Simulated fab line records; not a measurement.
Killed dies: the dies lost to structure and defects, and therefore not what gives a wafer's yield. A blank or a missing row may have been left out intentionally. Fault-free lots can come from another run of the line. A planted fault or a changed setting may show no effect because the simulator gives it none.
Which tool did it? | flow gf180mcu | 7 lots, 21 wafers sampled, at 1 step of a route of 602

WHAT THE GAUGES READ, wafer by wafer
GF_POLY_GATE_OVL_MEAS_11.
lot  | measured     | on         | POLY_GATE_OVL (nm)
L292 | day 9 20:54  | overlay-01 | -1 -3 0
L297 | day 11 13:40 | overlay-02 | -12 -13 -8
L299 | day 12 00:37 | overlay-02 | -2 -8 -3
L305 | day 13 19:25 | overlay-02 | -8 -11 -5
L308 | day 14 23:59 | overlay-02 | 1 4 -6
L310 | day 15 12:10 | overlay-01 | 12 0 5
L312 | day 16 06:08 | overlay-02 | 4 2 1

TOOL THAT RAN EACH LOT (tool first, then ch and the chambers of the sampled wafers, then the start)
No process step before these readings appears in the record.

THE ANSWER, worked out from the rows above alone
Rule: the lots themselves supply what counts as usual. The widest of any qualifying gaps counts: lots, ordered by their means at a reading, are off when they make up no more than a third of the lots, leave a main group of 4 or more, and stand apart from it by 3 or more times the standard deviation of that group's means. The tables above print the reading to a certain number of digits; a main group whose means all agree to those digits is not used. A lot without any number at a reading at which 4 lots or more have one is off too. Where the step has rows for the other lots, those lots are counted as sound.
Nothing can be told from this: no lot is off at any reading shown.

WHAT WAS PUT IN BY THE SIMULATOR
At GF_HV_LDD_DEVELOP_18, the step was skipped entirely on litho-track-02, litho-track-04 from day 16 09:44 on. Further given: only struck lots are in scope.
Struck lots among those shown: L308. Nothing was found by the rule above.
